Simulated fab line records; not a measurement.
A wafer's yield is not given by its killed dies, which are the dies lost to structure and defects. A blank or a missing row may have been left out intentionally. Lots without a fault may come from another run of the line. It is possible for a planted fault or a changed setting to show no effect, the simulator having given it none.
2 desks looking at one fault + flow gf180mcu + every desk sees just its own numbers, and what lay behind them comes last

## AT THE METROLOGY DESK
What the gauges read for every lot (on any tool): the sampled wafers with a number, averaged. If a lot's mean is further than 4 standard deviations from the usual mean, the lot is out of limits and carries the mark OUT (the distance appears in the brackets).
Columns: A = LVPWELL_TW at GF_LVPWELL_TW_MEAS_11, usual 554; B = MVPSD_OVL at GF_MVPSD_OVL_MEAS_07, usual -0.7 nm; C = LVPWELL_RS at GF_VT_IMPLANT_RS_MEAS_48, usual 1194.4 ohm/sq
| lot  | first seen here | A   | B    | C                |
|------|-----------------|-----|------|------------------|
| L167 | day 4 03:10     | 560 | 0.1  | 1190.1           |
| L169 | day 4 14:12     | 548 | -1.9 | 1194.2           |
| L170 | day 4 20:46     | 558 | -0.4 | 1194.0           |
| L172 | day 5 05:44     | 560 | -1.0 | 1192.5           |
| L173 | day 5 12:04     | 558 | -0.6 | 1197.0           |
| L174 | day 5 20:29     | 558 | -0.7 | 1191.8           |
| L176 | day 6 04:58     | 550 | -1.2 | 1194.5           |
| L180 | day 7 05:17     | 547 | 1.1  | 1191.6           |
| L181 | day 7 10:04     | 533 | -1.4 | 1255.4 (+21) OUT |
| L186 | day 8 13:03     | 545 | -3.1 | 1254.6 (+21) OUT |
| L188 | day 8 23:19     | 544 | 1.0  | 1193.5           |
| L189 | day 9 05:13     | 549 | -0.1 | 1194.3           |
Per this desk, out of limits: L181, L186; the first was L181, day 11 18:25 (LVPWELL_RS at GF_VT_IMPLANT_RS_MEAS_48). L167, L169, L170, L172, L173, L174, L176, L180, L188, L189: within limits.

## THE TOOL OWNER'S DESK: implanter-01
For each lot that ran on this tool, the mean over its sampled wafers that have a number, from the tool's own readings at GF_LVPWELL_IMPLANT_08. If a lot's mean is further than 4 standard deviations from the usual mean, the lot is out of limits and carries the mark OUT (the distance appears in the brackets).
Columns: A = dose_ions_cm2 at GF_LVPWELL_IMPLANT_08, usual 1.5001e+13; B = faraday_current_uA at GF_LVPWELL_IMPLANT_08, usual 84.6
| lot  | first seen here | A                    | B               |
|------|-----------------|----------------------|-----------------|
| L170 | day 4 20:07     | 1.4983e+13           | 84.7            |
| L173 | day 5 11:41     | 1.4993e+13           | 85.8            |
| L174 | day 5 20:07     | 1.4976e+13           | 84.7            |
| L180 | day 7 04:55     | 1.4999e+13           | 85.6            |
| L181 | day 7 09:41     | 1.3672e+13 (-83) OUT | 77.2 (-4.6) OUT |
| L186 | day 8 12:41     | 1.3672e+13 (-83) OUT | 76.0 (-5.4) OUT |
This desk finds L181, L186 out of limits, L181 being first, at day 7 09:41 (dose_ions_cm2 at GF_LVPWELL_IMPLANT_08). L170, L173, L174, L180: within limits.

## TAKEN TOGETHER
The tool owner's desk had the chance to raise an alarm at day 7 09:41 on L181, L186.
An alarm was possible from the metrology desk at day 11 18:25, on L181, L186.
All the named lots went through GF_LVPWELL_IMPLANT_08 on implanter-01.

## WHAT THE SIMULATOR PUT IN
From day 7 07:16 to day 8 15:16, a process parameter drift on implanter-01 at GF_LVPWELL_IMPLANT_08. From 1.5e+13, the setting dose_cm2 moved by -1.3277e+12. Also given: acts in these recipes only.
Shown lots that were struck: L181, L186.
Delay (hours) between the fault's onset and each desk's first out-of-limits reading: 2 at the tool owner's desk, 107 at the metrology desk.
